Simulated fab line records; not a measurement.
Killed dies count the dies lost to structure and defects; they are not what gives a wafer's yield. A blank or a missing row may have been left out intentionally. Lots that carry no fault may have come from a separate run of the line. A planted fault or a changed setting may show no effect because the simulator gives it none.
Chamber matching ; flow gf180mcu ; GF_V5_CMP_26 on cmp-02 has 4 sister chambers
The step polishes, stops on SiO2, t overpolish 15 s, target thk 0 nm. 4 wafers are shown with their chamber, then 8 later ones without.

## WAFERS, EACH WITH ITS CHAMBER
wafer;chamber;motorCurrentA (A)
L273.2;1;11.0
L273.4;3;10.6
L273.5;2;14.3
L276.1;0;11.4

## WAFERS WHOSE CHAMBER IS MISSING
wafer;motorCurrentA (A)
L276.3;9.9
L276.4;13.9
L278.1;9.6
L278.3;12.2
L278.6;10.2
L279.1;10.5
L279.2;13.4
L279.6;11.9

## WHICH CHAMBER EACH ONE RAN IN
wafer;from the rows above;in truth
L276.3;can't be placed: 3 or 1 or 0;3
L276.4;2;2
L278.1;can't be placed: 3 or 1 or 0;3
L278.3;can't be placed: 0 or 1 or 3 or 2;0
L278.6;can't be placed: 3 or 1 or 0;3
L279.1;can't be placed: 3 or 1 or 0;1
L279.2;can't be placed: 2 or 0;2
L279.6;can't be placed: 0 or 1 or 3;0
Correct placement for 1 of the 8. From these rows, 7 cannot be placed; in 7 the true chamber is one of the candidates. Wrongly placed: 0.
How it was worked out, from the rows above alone: a wafer's distance from a chamber is the root of the sum, over the readings, of the square of ((its reading less the chamber's mean) divided by the reading's scatter). The wafer belongs to the nearest chamber; if the next one is less than 2 further off, it can't be placed. A chamber's mean is the mean of its shown wafers. The scatter (one wafer shown for each chamber): square how far every hidden wafer sits from the nearest shown wafer, average those squares and take the square root.
